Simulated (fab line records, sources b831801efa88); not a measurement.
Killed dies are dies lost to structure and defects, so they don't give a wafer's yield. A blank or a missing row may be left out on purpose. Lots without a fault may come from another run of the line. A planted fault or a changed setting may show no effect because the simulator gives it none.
fab line records | flow gf180mcu | part 1 of 2: steps 1 to 42 of 43
record lots=6 wafers=18 last_day=34
route steps=602 shown NSD@246 PSD@248 SAB@264 SALICIDE@278 CONTACT@287 PASSIVATION@602
lots that met no fault: from a run of the same line without faults
start_h: hours from the record's first day to the start of the lot's first wafer shown | wait_h: hours since the lot's step before | " the same as in the row above | L1.1+2: a row that stands for several wafers | - no value, or no start given | * or withheld: withheld | < > ~ a bound
route shown NAME@n: a module of which the file shows steps, and the number in the route of the first | usual: mean/standard deviation of fault-free wafers | same: alike in all rows | chamber/n: place in a boat | sites: the reading at each site | _std_site: their standard deviation | _edge_site: outer sites' mean less inner sites' | radius_mm: how far each site lies from the wafer's centre | mask NAME#n: copy n | behind: the tool/chamber that last shaped the wafer | hold: why the lot was held/for how many hours/how that ended | device: the transistor (n, p or np) that didn't switch | end of line: the same wafers' tests at the end of the route | a step without rows: its recipe alone | killed: dies lost to structure and defects at the first sort, not the wafer's yield | map: a wafer's dies, x killed, . not, _ none there
set.NAME: the setting as run; set.NAME@STEP: as run at that earlier step | model.NAME: the simulator's own value behind a step, which no gauge read
lots at some steps of the route; a table a step, a row a wafer
services: from which hour (start_h, from the record's first day; less than 0 if before it) a tool's chamber was out of use, for how many hours, and why
## steps
# step GF_NSD_STRIP_11
# recipe chemistry=O2/N2 power_w=1400 pressure_mtorr=1500 platen_temp_c=250 o2_flow_sccm=3000 n2_flow_sccm=300 overash_fraction=0.5
# step GF_NSD_TW_MEAS_12
# usual NSD_TW=4279/45
# columns lot.wafer tool chamber start_h wait_h NSD_TW
L857.2 film_metro-01 - 292.50 0.1 4324
L857.3 " - " " 4322
L857.5 " - " " 4329
L863.1 film_metro-01 - 344.97 0.1 4332
L863.2 " - " " 4333
L863.5 " - " " 4371
L869.3 film_metro-04 - 396.06 0.1 4230
L869.4 " - " " 4266
L869.6 " - " " 4225
L871.3 film_metro-03 - 425.69 0.1 4216
L871.4 " - " " 4238
L871.5 " - " " 4238
L877.2 film_metro-04 - 465.40 0.1 4231
L877.4 " - " " 4199
L877.6 " - " " 4233
L878.2 film_metro-04 - 472.58 0.1 4225
L878.4 " - " " 4237
L878.5 " - " " 4258
# step GF_PSD_DEHYDRATE_00
# recipe temp_c=200 time_s=60
# step GF_PSD_HMDS_01
# recipe prime_time_s=60 prime_temp_c=120
# step GF_PSD_COAT_02
# recipe resist=NOVOLAK spin_rpm=3000 resist_thk_nm=1000
# step GF_PSD_SOFTBAKE_03
# recipe temp_c=90 time_s=60 resist=NOVOLAK
# step GF_PSD_EXPOSE_04
# recipe mask_id=Pplus target_cd_nm=400 na=0.6 source_shape=conventional sigma_outer=0.6 dose_mj=140
# step GF_PSD_PEB_05
# recipe temp_c=withheld time_s=* resist=NOVOLAK
# step GF_PSD_DEVELOP_06
# recipe develop_time_s=60 dev_temp_c=23
# step GF_PSD_CD_MEAS_07
# recipe target_cd_nm=400
# usual cd_nm=399.7/2.3
# columns lot.wafer tool chamber start_h wait_h cd_nm
L857.2 cd_sem-02 - 311.61 0.1 401.1
L857.3 " - " " 400.3
L857.5 " - " " 400.3
L863.1 cd_sem-01 - 365.99 0.1 395.9
L863.2 " - " " 396.6
L863.5 " - " " 395.9
L869.3 cd_sem-02 - 419.00 0.1 403.3
L869.4 " - " " 399.4
L869.6 " - " " 400.7
L871.3 cd_sem-02 - 450.06 0.1 398.4
L871.4 " - " " 399.6
L871.5 " - " " 397.7
L877.2 cd_sem-02 - 489.28 0.1 399.7
L877.4 " - " " 399.9
L877.6 " - " " 400.1
L878.2 cd_sem-01 - 496.00 0.1 398.6
L878.4 " - " " 398.0
L878.5 " - " " 400.1
# step GF_PSD_OVL_MEAS_08
# usual PSD_OVL=-0.3/1.4
# columns lot.wafer tool chamber start_h wait_h PSD_OVL[nm]
L857.2 overlay-01 - 311.71 0.1 1.6
L857.3 " - " " 0.2
L857.5 " - " " -0.8
L863.1 overlay-01 - 366.11 0.1 2.0
L863.2 " - " " 1.3
L863.5 " - " " 0.2
L869.3 overlay-02 - 419.10 0.1 -1.6
L869.4 " - " " -1.9
L869.6 " - " " -1.0
L871.3 overlay-02 - 450.15 0.1 -1.5
L871.4 " - " " -1.9
L871.5 " - " " -0.5
L877.2 overlay-02 - 489.39 0.1 -1.2
L877.4 " - " " -0.5
L877.6 " - " " -0.2
L878.2 overlay-01 - 496.11 0.1 2.4
L878.4 " - " " 1.4
L878.5 " - " " 1.5
# step GF_PSD_IMPLANT_09
# recipe species=BF2 energy_kev=40 dose_cm2=1.5e+15 tilt_deg=7
# step GF_PSD_STRIP_10
# recipe chemistry=O2/N2 power_w=1400 pressure_mtorr=1500 platen_temp_c=250 o2_flow_sccm=3000 n2_flow_sccm=300 overash_fraction=0.5
# usual drypump_motor_current_A=5.76/0.3 heater_power_w=315/38 oes_product_au=0.592/0.0046 strip_time_to_endpoint_s=16.54/0.033
# columns lot.wafer tool chamber start_h wait_h drypump_motor_current_A heater_power_w oes_product_au rf_hours_counter_h strip_time_to_endpoint_s
L857.2 plasma_asher-02 0 311.89 0.1 5.60 348 0.592 70 16.54
L857.3 " 1 " " 6.10 297 0.583 - 16.55
L857.5 " 1 " " 6.15 299 0.586 - 16.51
L863.1 plasma_asher-02 1 366.29 0.1 6.13 299 0.590 77 16.60
L863.2 " 0 " " 5.60 360 0.587 77 16.56
L863.5 " 1 " " 6.11 301 0.587 - 16.57
L869.3 plasma_asher-03 1 419.30 0.1 5.38 245 0.593 - 16.55
L869.4 " 0 " " 6.09 338 0.590 - 16.57
L869.6 " 1 " " 5.36 244 0.595 - 16.54
L871.3 plasma_asher-02 1 450.36 0.1 6.14 320 0.593 - 16.52
L871.4 " 0 " " 5.59 339 0.591 - 16.56
L871.5 " 0 " " 5.59 343 0.592 - 16.53
L877.2 plasma_asher-03 1 489.57 0.1 5.36 246 0.591 75 16.57
L877.4 " 0 " " 6.10 338 0.594 - 16.55
L877.6 " 0 " " 6.09 340 0.604 - 16.58
L878.2 plasma_asher-03 0 496.29 0.1 6.05 335 0.593 76 16.51
L878.4 " 1 " " 5.35 249 0.601 - 16.51
L878.5 " 0 " " 6.07 332 0.590 - 16.53
# step GF_PSD_TW_MEAS_11
# usual PSD_TW=3202/31
# columns lot.wafer tool chamber start_h wait_h PSD_TW
L857.2 film_metro-01 - 312.00 0.1 3230
L857.3 " - " " 3244
L857.5 " - " " 3207
L863.1 film_metro-04 - 366.39 0.1 3160
L863.2 " - " " 3182
L863.5 " - " " 3165
L869.3 film_metro-04 - 419.39 0.1 3196
L869.4 " - " " 3191
L869.6 " - " " 3186
L871.3 film_metro-04 - 450.45 0.1 3188
L871.4 " - " " 3188
L871.5 " - " " 3181
L877.2 film_metro-01 - 489.68 0.1 3267
L877.4 " - " " 3239
L877.6 " - " " 3239
L878.2 film_metro-03 - 496.40 0.1 3193
L878.4 " - " " 3190
L878.5 " - " " 3196
# step GF_PSD_CLEAN_12
# recipe chemistry=SC1/SC2 mix=1:4:20 temp_c=70 time_s=150 dry=n2_spin
# step GF_PSD_RTA_13
# recipe temp_c=1025 time_s=18.36 ambient=N2
# usual chamber_o2_ppm=2.004/0.023 lamp_power_pct=35.1/0.39 wafer_temp_C_max=1029.7/1.3
# columns lot.wafer tool chamber start_h wait_h chamber_o2_ppm lamp_power_pct wafer_temp_C_max
L857.2 rtp_anneal-01 0 312.12 0.0 2.011 35.5 1032.1
L857.3 " 0 " " 2.023 35.5 1030.0
L857.5 " 0 " " 2.026 35.5 1030.2
L863.1 rtp_anneal-02 0 366.50 0.0 1.993 34.7 1029.0
L863.2 " 0 " " 1.982 34.7 1029.9
L863.5 " 0 " " 2.028 34.7 1028.8
L869.3 rtp_anneal-02 0 419.51 0.0 2.059 34.7 1028.6
L869.4 " 0 " " 2.043 34.7 1029.1
L869.6 " 0 " " 2.009 34.8 1029.7
L871.3 rtp_anneal-02 0 450.60 0.1 2.006 34.7 1028.8
L871.4 " 0 " " 2.019 34.7 1029.2
L871.5 " 0 " " 2.021 34.7 1028.3
L877.2 rtp_anneal-01 0 489.80 0.0 2.007 35.5 1030.5
L877.4 " 0 " " 1.991 35.5 1030.1
L877.6 " 0 " " 1.995 35.5 1029.1
L878.2 rtp_anneal-02 0 496.53 0.0 2.009 34.7 1027.6
L878.4 " 0 " " 1.977 34.7 1028.6
L878.5 " 0 " " 1.982 34.7 1028.8
# step GF_PSD_RS_MEAS_14
# recipe thk_meas_gauge=four-point-probe
# usual NSD_RS=46.52/0.096
# columns lot.wafer tool chamber start_h wait_h NSD_RS[ohm/sq]
L857.2 film_metro-04 - 312.21 0.1 46.48
L857.3 " - " " 46.51
L857.5 " - " " 46.47
L863.1 film_metro-01 - 366.58 0.1 46.46
L863.2 " - " " 46.41
L863.5 " - " " 46.34
L869.3 film_metro-01 - 419.60 0.1 46.41
L869.4 " - " " 46.54
L869.6 " - " " 46.36
L871.3 film_metro-01 - 450.75 0.1 46.58
L871.4 " - " " 46.41
L871.5 " - " " 46.59
L877.2 film_metro-04 - 489.89 0.1 46.49
L877.4 " - " " 46.45
L877.6 " - " " 46.30
L878.2 film_metro-03 - 496.62 0.1 46.62
L878.4 " - " " 46.57
L878.5 " - " " 46.64
# step GF_PSD_RS_MEAS_15
# recipe thk_meas_gauge=four-point-probe
# usual PSD_RS=109.66/0.29
# columns lot.wafer tool chamber start_h wait_h PSD_RS[ohm/sq]
L857.2 film_metro-04 - 312.33 0.1 109.83
L857.3 " - " " 109.93
L857.5 " - " " 110.07
L863.1 film_metro-01 - 366.70 0.1 109.06
L863.2 " - " " 109.23
L863.5 " - " " 109.30
L869.3 film_metro-01 - 419.72 0.1 109.50
L869.4 " - " " 109.31
L869.6 " - " " 109.31
L871.3 film_metro-01 - 450.87 0.1 109.93
L871.4 " - " " 109.83
L871.5 " - " " 109.90
L877.2 film_metro-04 - 490.01 0.1 109.50
L877.4 " - " " 109.57
L877.6 " - " " 109.35
L878.2 film_metro-03 - 496.74 0.1 109.16
L878.4 " - " " 109.25
L878.5 " - " " 109.59
# step GF_SAB_CVD_00
# recipe material=SiO2 target_thk_nm=50 precursor=TEOS temp_c=400 time_s=4.9302 rf_w=600
# step GF_SAB_THK_MEAS_01
# recipe reads=SiO2_of_SAB_CVD_00
# usual SAB_CVD_00_THK=50.3/0.71
# columns lot.wafer tool chamber start_h wait_h SAB_CVD_00_THK[nm]
L857.2 film_metro-01 - 312.46 0.0 50.4
L857.3 " - " " 50.4
L857.5 " - " " 51.3
L863.1 film_metro-03 - 366.84 0.0 49.0
L863.2 " - " " 49.9
L863.5 " - " " 50.3
L869.3 film_metro-03 - 419.84 0.0 50.1
L869.4 " - " " 51.6
L869.6 " - " " 51.8
L871.3 film_metro-03 - 450.99 0.0 50.2
L871.4 " - " " 49.9
L871.5 " - " " 51.2
L877.2 film_metro-02 - 490.14 0.0 50.0
L877.4 " - " " 51.0
L877.6 " - " " 51.2
L878.2 film_metro-01 - 496.87 0.0 48.8
L878.4 " - " " 49.4
L878.5 " - " " 49.6
# step GF_SAB_DEHYDRATE_02
# recipe temp_c=200 time_s=60
# step GF_SAB_HMDS_03
# recipe prime_time_s=60 prime_temp_c=120
# step GF_SAB_COAT_04
# recipe resist=NOVOLAK spin_rpm=3000 resist_thk_nm=1000
# step GF_SAB_SOFTBAKE_05
# recipe temp_c=90 time_s=60 resist=NOVOLAK
# step GF_SAB_EXPOSE_06
# recipe mask_id=SAB target_cd_nm=420 na=0.6 source_shape=conventional sigma_outer=0.6 dose_mj=140
# step GF_SAB_PEB_07
# recipe temp_c=withheld time_s=* resist=NOVOLAK
# step GF_SAB_DEVELOP_08
# recipe develop_time_s=60 dev_temp_c=23
# step GF_SAB_CD_MEAS_09
# recipe target_cd_nm=420
# usual cd_nm=419.3/2.7
# columns lot.wafer tool chamber start_h wait_h cd_nm
L857.2 cd_sem-02 - 333.49 0.1 421.5
L857.3 " - " " 419.7
L857.5 " - " " 417.8
L863.1 cd_sem-01 - 389.63 0.1 416.9
L863.2 " - " " 416.2
L863.5 " - " " 415.9
L869.3 cd_sem-02 - 444.02 0.1 419.8
L869.4 " - " " 419.2
L869.6 " - " " 419.7
L871.3 cd_sem-01 - 474.86 0.1 424.3
L871.4 " - " " 424.4
L871.5 " - " " 423.7
L877.2 cd_sem-01 - 513.79 0.1 416.9
L877.4 " - " " 417.3
L877.6 " - " " 416.5
L878.2 cd_sem-02 - 520.29 0.1 419.2
L878.4 " - " " 418.2
L878.5 " - " " 416.0
# step GF_SAB_OVL_MEAS_10
# usual SAB_OVL=-1.5/1.3
# columns lot.wafer tool chamber start_h wait_h SAB_OVL[nm]
L857.2 overlay-02 - 333.60 0.1 -2.5
L857.3 " - " " -0.7
L857.5 " - " " -2.4
L863.1 overlay-02 - 389.75 0.1 -1.7
L863.2 " - " " -1.4
L863.5 " - " " -0.6
L869.3 overlay-02 - 444.11 0.1 -1.6
L869.4 " - " " -2.1
L869.6 " - " " -0.1
L871.3 overlay-01 - 474.95 0.1 0.2
L871.4 " - " " 1.7
L871.5 " - " " -0.6
L877.2 overlay-01 - 513.90 0.1 -0.6
L877.4 " - " " -0.7
L877.6 " - " " -2.9
L878.2 overlay-02 - 520.40 0.1 -0.4
L878.4 " - " " 0.3
L878.5 " - " " -1.0
# step GF_SAB_ETCH_11
# recipe chemistry=C4F8/O2/Ar mask_material=NOVOLAK target=SiO2 target_depth_nm=55 source_w=1500 bias_w=1200 pressure_mtorr=40 c4f8_flow_sccm=withheld O2_flow_sccm=6 Ar_flow_sccm=300 time_s=8.5
# step GF_SAB_WET_ETCH_12
# recipe chemistry=dHF target_depth_nm=22 dry=n2_spin target=SiO2 temp_c=25 dilution=100:1 time_s=440
# step GF_SAB_STRIP_13
# recipe chemistry=O2/N2 power_w=1400 pressure_mtorr=1500 platen_temp_c=250 o2_flow_sccm=3000 n2_flow_sccm=300 overash_fraction=0.5
# usual drypump_motor_current_A=5.6/0.38 heater_power_w=308/37 oes_product_au=0.710/0.0042 strip_time_to_endpoint_s=12.62/0.039
# columns lot.wafer tool chamber start_h wait_h drypump_motor_current_A heater_power_w oes_product_au rf_hours_counter_h strip_time_to_endpoint_s
L857.2 plasma_asher-01 0 333.78 0.0 5.4 304 0.701 57 12.66
L857.3 " 0 " " 5.4 301 0.705 - 12.67
L857.5 " 0 " " 5.4 293 0.709 - 12.68
L863.1 plasma_asher-04 0 389.94 0.0 5.5 333 0.707 27 12.69
L863.2 " 1 " " 5.8 333 0.706 27 12.69
L863.5 " 0 " " 5.5 339 0.706 - 12.68
L869.3 plasma_asher-03 0 444.33 0.0 6.1 342 0.705 - 12.66
L869.4 " 1 " " 5.4 241 0.714 - 12.67
L869.6 " 1 " " 5.4 246 0.712 - 12.66
L871.3 plasma_asher-04 1 475.17 0.0 5.8 329 0.709 - 12.60
L871.4 " 0 " " 5.5 336 0.712 - 12.59
L871.5 " 1 " " 5.8 322 0.712 - 12.59
L877.2 plasma_asher-04 1 514.08 0.0 5.8 323 0.709 41 12.60
L877.4 " 0 " " 5.5 342 0.708 - 12.55
L877.6 " 0 " " 5.5 337 0.715 - 12.58
L878.2 plasma_asher-04 0 520.58 0.0 5.5 345 0.711 41 12.67
L878.4 " 0 " " 5.5 337 0.710 - 12.65
L878.5 " 0 " " 5.5 342 0.701 - 12.68
# step GF_SALICIDE_CLEAN_00
# recipe chemistry=SC1/SC2 mix=1:4:20 temp_c=70 time_s=150
# step GF_SALICIDE_WET_ETCH_01
# recipe chemistry=dHF target_depth_nm=5 dry=ipa_marangoni target=SiO2 temp_c=25 dilution=100:1 time_s=100
# step GF_SALICIDE_SPUTTER_02
# recipe material=Co target_thk_nm=10 power_w=1000 time_s=20 chamber_pressure_pa=0.4
# usual chamber_pressure_pa=0.4002/0.00082 throttle_valve_pct=30.4/0.62
# columns lot.wafer tool chamber start_h wait_h chamber_pressure_pa throttle_valve_pct
L857.2 pvd_sputter-03 - 333.97 0.0 0.4009 30.1
L857.3 " - " " 0.4006 31.0
L857.5 " - " " 0.4007 29.7
L863.1 pvd_sputter-02 - 390.12 0.0 0.3985 29.9
L863.2 " - " " 0.4017 30.8
L863.5 " - " " 0.3989 29.6
L869.3 pvd_sputter-01 - 444.49 0.0 0.4002 30.6
L869.4 " - " " 0.4018 30.2
L869.6 " - " " 0.3987 30.5
L871.3 pvd_sputter-02 - 475.39 0.0 0.3990 29.7
L871.4 " - " " 0.4000 29.9
L871.5 " - " " 0.3999 30.5
L877.2 pvd_sputter-01 - 514.27 0.0 0.4008 31.2
L877.4 " - " " 0.4007 31.9
L877.6 " - " " 0.4018 30.0
L878.2 pvd_sputter-03 - 520.77 0.0 0.3984 30.9
L878.4 " - " " 0.3989 29.7
L878.5 " - " " 0.4004 31.0
# step GF_SALICIDE_SPUTTER_03
# recipe material=TiN target_thk_nm=20 power_w=6500 time_s=16.7 chamber_pressure_pa=0.4
# usual chamber_pressure_pa=0.4000/0.00077 throttle_valve_pct=30.4/0.6
# columns lot.wafer tool chamber start_h wait_h chamber_pressure_pa throttle_valve_pct
L857.2 pvd_sputter-03 - 334.00 0.0 0.4003 30.4
L857.3 " - " " 0.4007 31.1
L857.5 " - " " 0.3992 29.7
L863.1 pvd_sputter-02 - 390.15 0.0 0.3987 29.9
L863.2 " - " " 0.4020 30.6
L863.5 " - " " 0.3997 29.6
L869.3 pvd_sputter-01 - 444.52 0.0 0.4006 30.6
L869.4 " - " " 0.3991 30.0
L869.6 " - " " 0.4006 30.5
L871.3 pvd_sputter-02 - 475.42 0.0 0.4001 29.8
L871.4 " - " " 0.3992 30.2
L871.5 " - " " 0.4003 30.4
L877.2 pvd_sputter-01 - 514.30 0.0 0.4006 31.0
L877.4 " - " " 0.4005 31.5
L877.6 " - " " 0.4027 29.9
L878.2 pvd_sputter-03 - 520.79 0.0 0.4009 30.7
L878.4 " - " " 0.4009 29.6
L878.5 " - " " 0.3999 31.2
# step GF_SALICIDE_RS_MEAS_04
# recipe thk_meas_gauge=four-point-probe reads=TiN_of_SALICIDE_SPUTTER_03+Co_of_SALICIDE_SPUTTER_02
# usual SALICIDE_TIN_RS=16.39/0.28
# columns lot.wafer tool chamber start_h wait_h SALICIDE_TIN_RS[ohm/sq]
L857.2 film_metro-01 - 334.04 0.0 15.91
L857.3 " - " " 16.59
L857.5 " - " " 16.73
L863.1 film_metro-02 - 390.18 0.0 16.22
L863.2 " - " " 16.08
L863.5 " - " " 16.54
L869.3 film_metro-02 - 444.58 0.1 16.37
L869.4 " - " " 16.05
L869.6 " - " " 16.07
L871.3 film_metro-01 - 475.48 0.1 16.31
L871.4 " - " " 16.47
L871.5 " - " " 15.96
L877.2 film_metro-02 - 514.34 0.0 16.76
L877.4 " - " " 16.59
L877.6 " - " " 16.54
L878.2 film_metro-01 - 520.84 0.0 16.15
L878.4 " - " " 16.08
L878.5 " - " " 16.48
# step GF_SALICIDE_THK_MEAS_05
# recipe thk_meas_gauge=xrf reads=TiN_of_SALICIDE_SPUTTER_03
# usual SALICIDE_TIN_THK=19.9/0.32
# columns lot.wafer tool chamber start_h wait_h SALICIDE_TIN_THK[nm]
L857.2 film_metro-01 - 334.15 0.1 20.3
L857.3 " - " " 20.1
L857.5 " - " " 20.2
L863.1 film_metro-02 - 390.30 0.1 19.6
L863.2 " - " " 19.6
L863.5 " - " " 19.6
L869.3 film_metro-02 - 444.68 0.1 19.9
L869.4 " - " " 20.1
L869.6 " - " " 19.9
L871.3 film_metro-01 - 475.58 0.1 19.5
L871.4 " - " " 19.7
L871.5 " - " " 19.9
L877.2 film_metro-02 - 514.45 0.1 20.4
L877.4 " - " " 20.1
L877.6 " - " " 20.2
L878.2 film_metro-01 - 520.95 0.1 19.9
L878.4 " - " " 20.2
L878.5 " - " " 19.8
# step GF_SALICIDE_RTA_06
# recipe temp_c=530 time_s=30 ambient=N2
# step GF_SALICIDE_WET_ETCH_07
# recipe chemistry=SPM target_depth_nm=120 dry=n2_spin
# step GF_SALICIDE_RTA_08
# recipe temp_c=800 time_s=30 ambient=N2
# usual chamber_o2_ppm=1.996/0.023 lamp_power_pct=17.63/0.19 wafer_temp_C_max=803.8/0.99
# columns lot.wafer tool chamber start_h wait_h chamber_o2_ppm lamp_power_pct wafer_temp_C_max
L857.2 rtp_anneal-02 0 334.42 0.0 2.009 17.41 802.8
L857.3 " 0 " " 1.993 17.41 803.9
L857.5 " 0 " " 1.982 17.42 803.0
L863.1 rtp_anneal-02 0 390.56 0.0 2.009 17.38 802.8
L863.2 " 0 " " 1.936 17.40 802.7
L863.5 " 0 " " 1.978 17.41 803.5
L869.3 rtp_anneal-02 0 444.99 0.1 1.999 17.41 803.1
L869.4 " 0 " " 1.993 17.40 803.8
L869.6 " 0 " " 1.964 17.42 803.2
L871.3 rtp_anneal-02 0 475.86 0.0 2.001 17.43 803.7
L871.4 " 0 " " 1.976 17.42 803.6
L871.5 " 0 " " 2.013 17.39 803.7
L877.2 rtp_anneal-01 0 514.71 0.0 2.004 17.78 805.6
L877.4 " 0 " " 1.982 17.78 803.2
L877.6 " 0 " " 1.999 17.80 803.6
L878.2 rtp_anneal-01 0 521.21 0.0 2.001 17.77 804.4
L878.4 " 0 " " 1.994 17.78 804.3
L878.5 " 0 " " 2.004 17.79 804.1
# step GF_CONTACT_CVD_00
# recipe material=SiO2 target_thk_nm=300 sigma_open_frac=0.3 temp_c=400 time_s=50 sih4_flow_sccm=60 pressure_mtorr=6
